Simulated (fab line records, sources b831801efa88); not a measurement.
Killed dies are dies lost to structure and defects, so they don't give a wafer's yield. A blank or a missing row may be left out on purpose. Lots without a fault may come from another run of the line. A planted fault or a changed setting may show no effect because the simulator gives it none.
Split-lot experiment | flow gf180mcu | 5 lots, 23 wafers read, on a route of 602 steps

THE SPLIT
At GF_V5_SPUTTER_21 (material Ti, target thk 15 nm, time 80.02 s), the setting chamber_pressure_pa was moved away from the recipe's 5 Pa on 20 of the 23 wafers read, by -7.4% to +11.4%. The other wafers ran this setting at the recipe's value.

The reading is taken at the split's own step.

THE READING
Ti_of_V5_SPUTTER_21.thk_nm (the simulator's own value, which no gauge read), in nm, at GF_V5_SPUTTER_21 (material Ti, target thk 15 nm, time 80.02 s). The file gives no usual value for it. The 3 wafers here that ran the recipe average 15.28 nm, standard deviation 0.016 nm.

wafer  | tool, chamber at the split | chamber_pressure_pa as run, Pa | against the recipe | Ti_of_V5_SPUTTER_21.thk_nm, nm | against lot-mates on the recipe
L076.3 | pvd_sputter-04, -          | 5                              | recipe             | 15.28                          | -
L076.4 | pvd_sputter-04, -          | 5                              | recipe             | 15.3                           | -
L076.6 | pvd_sputter-04, -          | 5                              | recipe             | 15.26                          | -
L078.1 | pvd_sputter-03, -          | 5.572                          | +11.4%             | 13.78                          | no lot-mate on the recipe
L078.2 | pvd_sputter-03, -          | 5.572                          | +11.4%             | 13.74                          | no lot-mate on the recipe
L078.4 | pvd_sputter-03, -          | 5.572                          | +11.4%             | 13.48                          | no lot-mate on the recipe
L078.5 | pvd_sputter-03, -          | 5.572                          | +11.4%             | 13.68                          | no lot-mate on the recipe
L078.6 | pvd_sputter-03, -          | 5.572                          | +11.4%             | 13.53                          | no lot-mate on the recipe
L079.1 | pvd_sputter-03, -          | 4.632                          | -7.4%              | 16.29                          | no lot-mate on the recipe
L079.2 | pvd_sputter-03, -          | 4.632                          | -7.4%              | 16.27                          | no lot-mate on the recipe
L079.3 | pvd_sputter-03, -          | 4.632                          | -7.4%              | 16.37                          | no lot-mate on the recipe
L079.4 | pvd_sputter-03, -          | 4.632                          | -7.4%              | 16.04                          | no lot-mate on the recipe
L079.6 | pvd_sputter-03, -          | 4.632                          | -7.4%              | 16.36                          | no lot-mate on the recipe
L080.1 | pvd_sputter-04, -          | 5.252                          | +5.0%              | 14.16                          | no lot-mate on the recipe
L080.2 | pvd_sputter-04, -          | 5.252                          | +5.0%              | 14.14                          | no lot-mate on the recipe
L080.4 | pvd_sputter-04, -          | 5.252                          | +5.0%              | 14.09                          | no lot-mate on the recipe
L080.5 | pvd_sputter-04, -          | 5.252                          | +5.0%              | 14.38                          | no lot-mate on the recipe
L080.6 | pvd_sputter-04, -          | 5.252                          | +5.0%              | 14.28                          | no lot-mate on the recipe
L083.1 | pvd_sputter-03, -          | 5.4                            | +8.0%              | 14.13                          | no lot-mate on the recipe
L083.2 | pvd_sputter-03, -          | 5.4                            | +8.0%              | 13.92                          | no lot-mate on the recipe
L083.3 | pvd_sputter-03, -          | 5.4                            | +8.0%              | 14.09                          | no lot-mate on the recipe
L083.5 | pvd_sputter-03, -          | 5.4                            | +8.0%              | 13.93                          | no lot-mate on the recipe
L083.6 | pvd_sputter-03, -          | 5.4                            | +8.0%              | 13.89                          | no lot-mate on the recipe

THE FIT
A straight line over all 23 wafers: Ti_of_V5_SPUTTER_21.thk_nm changes by -0.145 nm for each +1% of chamber_pressure_pa; r = -0.99; the points scatter about the line by 0.17 nm.
Too few moved wafers have a lot-mate on the recipe to fit a line with each lot's own level taken away.

THE FILE'S OWN FIT
Ti_of_V5_SPUTTER_21.thk_nm changes by -0.145 nm for each +1% of chamber_pressure_pa, r = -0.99.
